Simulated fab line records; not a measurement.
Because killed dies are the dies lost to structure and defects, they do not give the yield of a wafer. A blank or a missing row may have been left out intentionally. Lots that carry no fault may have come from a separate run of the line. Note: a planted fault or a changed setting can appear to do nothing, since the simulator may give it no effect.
Commonality check across tools -- flow sky130 -- Sample size 14 lots and 42 wafers

== WHAT PROMPTED THE OPENING ==
2 of 14 lots carry a flag on the reading LDD_HVN_TW at SKY_LDD_HVN_TW_MEAS_10. Wafers without a fault read 1448, standard deviation 8.9.
Rule: flag the lot when none of its wafers has a number, or when each of its wafers that has one lies beyond 4 standard deviations from that mean. The other lots count as sound.

lot,measured,on,"LDD_HVN_TW, wafer by wafer",flag
L104,day 20 22:52,film-metro-02,1448 1443 1447,
L105,day 21 06:53,film-metro-03,1452 1463 1455,
L106,day 21 19:13,film-metro-02,1435 1440 1438,
L108,day 22 09:45,film-metro-02,1445 1446 1454,
L111,day 23 06:48,film-metro-01,1444 1446 1450,
L112,day 23 19:34,film-metro-03,1460 1464 1457,
L115,day 24 19:47,film-metro-03,1460 1459 1460,
L117,day 25 12:48,film-metro-02,1442 1446 1438,
L116,day 25 14:47,film-metro-02,1436 1442 1440,
L118,day 25 17:56,film-metro-01,1452 1448 1456,
L120,day 26 12:28,film-metro-03,1545 1543 1545,FLAGGED
L121,day 26 13:22,film-metro-01,1543 1547 1552,FLAGGED
L122,day 27 01:37,film-metro-01,1453 1444 1445,
L127,day 29 00:21,film-metro-02,1440 1443 1432,
The mean of the flagged lots' numbers is 1546, +98 from the usual (+11 standard deviations).

== TOOL THAT RAN EACH LOT ==
The record keeps 1 process step preceding the reading, out of 708 steps on the route. In each cell: the tool, then ch and the chambers that the sampled wafers went through, then the start.
lot,flag,SKY_LDD_HVN_IMPLANT_08
L104,,"implanter-04 ch 0, day 20 22:38"
L105,,"implanter-04 ch 0, day 21 06:38"
L106,,"implanter-04 ch 0, day 21 18:59"
L108,,"implanter-01 ch 0, day 22 09:32"
L111,,"implanter-02 ch 0, day 23 06:34"
L112,,"implanter-01 ch 0, day 23 19:19"
L115,,"implanter-02 ch 0, day 24 19:32"
L117,,"implanter-04 ch 0, day 25 12:34"
L116,,"implanter-01 ch 0, day 25 14:32"
L118,,"implanter-04 ch 0, day 25 17:41"
L120,FLAGGED,"implanter-04 ch 0, day 26 12:13"
L121,FLAGGED,"implanter-04 ch 0, day 26 13:08"
L122,,"implanter-01 ch 0, day 27 01:23"
L127,,"implanter-02 ch 0, day 29 00:07"
What the steps here do:
- SKY_LDD_HVN_IMPLANT_08
- SKY_LDD_HVN_TW_MEAS_10

== FLAGGED OVER TOTAL, TOOL BY TOOL (the gauges that took the reading come last) ==
step,tool,lots run,flagged,share of the flagged lots,sound lots run after its first flagged lot
SKY_LDD_HVN_IMPLANT_08,implanter-01,4,0,none,-
SKY_LDD_HVN_IMPLANT_08,implanter-02,3,0,none,-
SKY_LDD_HVN_IMPLANT_08,implanter-04,7,2,all,0
SKY_LDD_HVN_TW_MEAS_10,film-metro-01,4,1,some,1 (L122)
SKY_LDD_HVN_TW_MEAS_10,film-metro-02,6,0,none,-
SKY_LDD_HVN_TW_MEAS_10,film-metro-03,4,1,some,0

== WHAT IS ALLOWED BY THE TABLE ==
1 row of the table ran every flagged lot: implanter-04 at SKY_LDD_HVN_IMPLANT_08.
- implanter-04 at SKY_LDD_HVN_IMPLANT_08: 2 of its 7 lots flagged. Its last sound lot is L118 (day 25 17:41), its first flagged lot L120 (day 26 12:13): a fault that began between those two fits. Its own readings (beam-energy-keV) fall more than 4 standard deviations out on all wafers of the flagged lots.
One tool is left: implanter-04 at SKY_LDD_HVN_IMPLANT_08.

== WHAT THE SIMULATOR HAD PUT IN ==
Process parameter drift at SKY_LDD_HVN_IMPLANT_08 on implanter-04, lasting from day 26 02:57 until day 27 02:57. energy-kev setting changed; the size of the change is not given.
Struck lots among those shown: L120, L121. The same result came from the rule above.
